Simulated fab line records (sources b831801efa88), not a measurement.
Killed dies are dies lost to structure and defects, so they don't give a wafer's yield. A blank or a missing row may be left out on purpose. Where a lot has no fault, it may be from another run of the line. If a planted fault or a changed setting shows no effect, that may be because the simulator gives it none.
Comparing a struck lot with a sound one + flow sky130 + 15 steps out of a route of 708
Sound: these wafers, L572.2, L572.4, L572.6. The struck wafers were L582.3, L582.4, L582.5. The cause comes at the end.
Per side, at each step with rows, come the tool, then ch with its chambers, and then its first start. Under that, the readings that differ: sound wafers + struck wafers + difference of the means + sigmas: that difference in standard deviations of wafers without a fault.
alike: same words and numbers on both sides, and readings whose means sit less than 2 such deviations apart. not compared: any withheld reading, any reading some wafer has no value for, any bound like >300 that may hide the same value, and any number with overlapping values for which the record gives no deviation.
The two part at a step that has a row with sigmas, a row that says differs or no value, or rows on one side only. Numbers that don't overlap but have no deviation are shown without sigmas and don't part them. A reading that every wafer of one side lacks parts them only if that side has two wafers or more.

SKY_METAL2_THK_MEAS_06: measures by xrf.
  sound: film_metro-02 at day 35 22:28; struck: film_metro-04 at day 38 03:01
  alike: METAL2_ALCU_THK
then, 8 steps without rows for these wafers: SKY_METAL2_DEHYDRATE_07 (time 60 s); SKY_METAL2_HMDS_08 (prime time 60 s); SKY_METAL2_COAT_09 (resist thk 60 nm); SKY_METAL2_COAT_10 (resist thk 450 nm); SKY_METAL2_SOFTBAKE_11 (time 90 s); SKY_METAL2_EXPOSE_12 (exposes mask MM2, target cd 140 nm); SKY_METAL2_PEB_13; SKY_METAL2_DEVELOP_14 (develop time 60 s).
SKY_METAL2_CD_MEAS_15 targets a cd of 140 nm.
  sound: cd_sem-01 at day 37 00:47; struck: cd_sem-01 at day 39 03:46
  alike: cd_nm
SKY_METAL2_OVL_MEAS_16:
  sound: overlay-01 at day 37 00:54; struck: overlay-01 at day 39 03:52
  alike: METAL2_OVL
SKY_METAL2_DESCUM_17: chemistry O2, time 8 s.
  sound on rie_metal-03 ch 0,1, day 37 00:56; struck on rie_metal-01 ch 0,1, day 39 03:54
  alike: drypump_motor_current_A, oes_product_au, temp_c
  not compared: rf_hours_counter_h
SKY_METAL2_ETCH_18: etches BARC in N2/H2, stops on SiO2, time 45.9 s, target depth 60 nm.
  sound on rie_metal-03 ch 0,1, day 37 00:58; struck on rie_metal-01 ch 0,1, day 39 03:56
| reading    | sound                | struck            | difference | sigmas |
|------------|----------------------|-------------------|------------|--------|
| bias_w (W) | 100.00 100.06 100.09 | 94.44 94.36 94.33 | -5.67      | -21    |
  alike: drypump_motor_current_A, oes_product_au, throttle_valve_pct
  not compared: rf_hours_counter_h
SKY_METAL2_METAL_ETCH_19: etches the open film in Cl2/BCl3, stops on SiO2, target depth 360 nm, time 78 s.
  sound on rie_metal-03 ch 0,1, day 37 01:01; struck on rie_metal-01 ch 0,1, day 39 04:01
  alike: bias_w, drypump_motor_current_A, oes_product_au, throttle_valve_pct
  not compared: rf_hours_counter_h
-- the record jumps here: 10 days lie between the struck wafers' starts before and after (it left off in module METAL2 and takes up again in module PAD_OPEN, whose first step shown is number 708 of the route) --
SKY_PAD_OPEN_PROBE_99:
  sound: prober-02 at day 47 10:49; struck: prober-01 at day 49 01:00
  alike: defect_limited_yield, killed_at_M0_to_M3, killed_at_M4_up, killed_at_contacts, killed_at_front_end, killed_at_other, killed_dies, killed_open, killed_short, sort_bin_3_pad_short, sort_bin_5_function, sort_bin_6_memory, sort_n_pass, sort_yield_pct

WHERE THEY PART
Only at SKY_METAL2_ETCH_18, within this record. Later steps at which nothing parts them and some readings are alike: SKY_METAL2_METAL_ETCH_19, SKY_PAD_OPEN_PROBE_99.

WHY: what the simulator had put in
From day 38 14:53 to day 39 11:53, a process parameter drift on rie_metal-01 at SKY_METAL2_ETCH_18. Setting bias_w shifted by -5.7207 from 100. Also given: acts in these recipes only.
